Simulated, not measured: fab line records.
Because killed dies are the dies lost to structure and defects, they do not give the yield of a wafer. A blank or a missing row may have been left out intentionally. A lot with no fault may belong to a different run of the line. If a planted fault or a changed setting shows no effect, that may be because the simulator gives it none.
Chamber matching    flow gf180mcu    rieSi-02 running GF_STI_ETCH_14: 4 sister chambers
The step etches Si in HBr/Cl2/O2, target depth 360 nm, time 102.9 s. 18 wafers are shown with their chamber, then 9 later ones without.

WAFERS PAIRED WITH THEIR CHAMBERS
wafer   chamber  drypumpMotorCurrentA (A)  runLengthS (s)  throttleValvePct (%)
L960.4  0        6.2                       131.8           25.668
L960.5  3        5.8                       131.8           25.665
L960.6  2        6.1                       130.2           25.646
L961.2  3        5.7                       131.6           25.635
L961.3  2        6.2                       130.5           25.647
L961.5  1        6.2                       132.5           25.668
L963.2  2        6.1                       130.3           25.654
L963.3  3        5.7                       132.4           25.649
L963.4  0        6.1                       131.7           25.665
L966.3  1        6.2                       132.1           25.659
L966.4  2        6.1                       130.7           25.649
L966.6  2        6.1                       130.8           25.654
L972.2  2        6.1                       130.4           25.666
L972.4  3        5.7                       132.0           25.640
L972.6  1        6.2                       132.4           25.651
L977.2  3        5.7                       132.1           25.674
L977.3  2        6.2                       130.6           25.681
L977.6  0        6.1                       131.5           25.679

SIGNATURES (means of the wafers above)
reading               chamber 0  chamber 1  chamber 2  chamber 3  scatter within a chamber
drypumpMotorCurrentA  6.133      6.200      6.129      5.720      0.0455
runLengthS            131.667    132.333    130.500    131.980    0.236
throttleValvePct      25.67067   25.65933   25.65671   25.65260   0.0128
Rule: distance of a wafer from a chamber = root of the sum over the readings of ((wafer's reading minus chamber's mean) / reading's scatter) squared. If the next closest chamber is less than 2 further off than the closest, the wafer can't be placed; otherwise it belongs to the closest. How the scatter is found: for the shown wafers, subtract from each reading the mean of its chamber, square and add these, divide the total by (wafers less chambers), then take the root.

WAFERS MISSING THEIR CHAMBER
wafer   drypumpMotorCurrentA (A)  runLengthS (s)  throttleValvePct (%)
L979.1  6.2                       131.6           25.664
L979.2  6.2                       132.1           25.642
L979.3  6.1                       130.8           25.660
L980.2  6.2                       131.9           25.670
L980.4  6.2                       130.7           25.653
L980.6  6.1                       130.2           25.662
L981.2  6.2                       131.3           25.658
L981.3  5.7                       132.5           25.659
L981.5  5.7                       132.2           25.655

EACH ONE'S CHAMBER
wafer   from the rows above      in truth
L979.1  can't be placed: 0 or 1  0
L979.2  can't be placed: 1 or 0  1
L979.3  2                        2
L980.2  can't be placed: 0 or 1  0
L980.4  2                        2
L980.6  2                        2
L981.2  can't be placed: 0 or 2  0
L981.3  3                        3
L981.5  3                        3
Correct placement for 5 of the 9. Cannot be placed on the basis of these rows: 4; the candidates contain the true chamber in 4. Number placed wrongly: 0.
